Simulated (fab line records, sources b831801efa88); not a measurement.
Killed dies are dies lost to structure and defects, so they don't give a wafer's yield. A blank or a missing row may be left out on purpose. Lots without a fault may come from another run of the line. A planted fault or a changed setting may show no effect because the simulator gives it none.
Which tool did it? | flow gf180mcu | 13 lots, 39 wafers sampled, at 2 steps of a route of 602

WHAT THE GAUGES READ, wafer by wafer
GF_V3_OVL_MEAS_15. Usual: V3_OVL 1 nm, standard deviation 5.4.
lot  | measured     | on         | V3_OVL (nm) | flag
L500 | day 22 08:09 | overlay-01 | 15 -1 10    |
L501 | day 22 11:42 | overlay-02 | -1 1 6      |
L507 | day 24 23:14 | overlay-02 | -4 2 8      |
L509 | day 25 11:46 | overlay-02 | -5 -2 -3    |
L513 | day 26 23:46 | overlay-01 | -3 -3 1     |
L514 | day 27 04:19 | overlay-02 | 0 0 -4      |
L515 | day 28 00:16 | overlay-02 | 6 -2 -4     |
L517 | day 28 04:31 | overlay-02 | 7 1 5       |
L518 | day 28 05:25 | overlay-02 | 2 -2 8      |
L520 | day 28 20:31 | overlay-02 | 3 0 3       |
L522 | day 29 11:37 | overlay-02 | -7 -15 0    |
L521 | day 29 11:49 | overlay-01 | 6 1 -1      |
L523 | day 29 21:16 | overlay-02 | 11 10 5     |

WHICH TOOL RAN EACH LOT (tool, then ch and the chambers of the sampled wafers, then the start)
lot  | GF_V3_CVD_02
L500 | pecvd-01 ch 0,1, day 21 08:26
L501 | pecvd-02 ch 0,1,2, day 21 12:14
L507 | pecvd-02 ch 0,1, day 24 00:44
L509 | pecvd-01 ch 0,1,2, day 24 13:56
L513 | pecvd-03 ch 0,1, day 26 02:50
L514 | pecvd-01 ch 1,2, day 26 06:43
L515 | pecvd-03 ch 1,2, day 27 03:37
L517 | pecvd-01 ch 0,2, day 27 07:56
L518 | pecvd-03 ch 0,2, day 27 08:53
L520 | pecvd-02 ch 0,1,2, day 28 00:05
L522 | pecvd-02 ch 0,1,2, day 28 15:38
L521 | pecvd-01 ch 0,1,2, day 28 15:58
L523 | pecvd-03 ch 1,2, day 29 02:10
- GF_V3_CVD_02: deposits SiO2 from TEOS, target thk 850 nm, time 94.851 s.

WHAT THE TOOLS THEMSELVES READ (means of the sampled wafers that have a number; where no wafer has one, the mark that the record gives instead)
GF_V3_CVD_02. Usual: heater_power_w 675 W, standard deviation 110.
lot  | tool     | heater_power_w (W) | flag
L500 | pecvd-01 | 641                |
L501 | pecvd-02 | 733                |
L507 | pecvd-02 | 607                |
L509 | pecvd-01 | 630                |
L513 | pecvd-03 | 827                |
L514 | pecvd-01 | 614                |
L515 | pecvd-03 | 624                |
L517 | pecvd-01 | 690                |
L518 | pecvd-03 | 764                |
L520 | pecvd-02 | 676                |
L522 | pecvd-02 | 736                |
L521 | pecvd-01 | 672                |
L523 | pecvd-03 | 586                |

THE ANSWER, worked out from the rows above alone
Rule: a lot is off if the mean of its wafers that have a number lies more than 3 standard deviations from the usual mean. A lot without any number at a reading at which 4 lots or more have one is off too. The other lots that the step has rows for count as sound. The gauges are gone through in route order, then the tools' own readings, and for those a lot's mean is taken as printed above. The first step at which some lot is off is used, and at that step the reading that is off furthest; a lot without a number counts as furthest.
No lot is off at any reading shown: from this, nothing can be told.

WHAT THE SIMULATOR HAD PUT IN
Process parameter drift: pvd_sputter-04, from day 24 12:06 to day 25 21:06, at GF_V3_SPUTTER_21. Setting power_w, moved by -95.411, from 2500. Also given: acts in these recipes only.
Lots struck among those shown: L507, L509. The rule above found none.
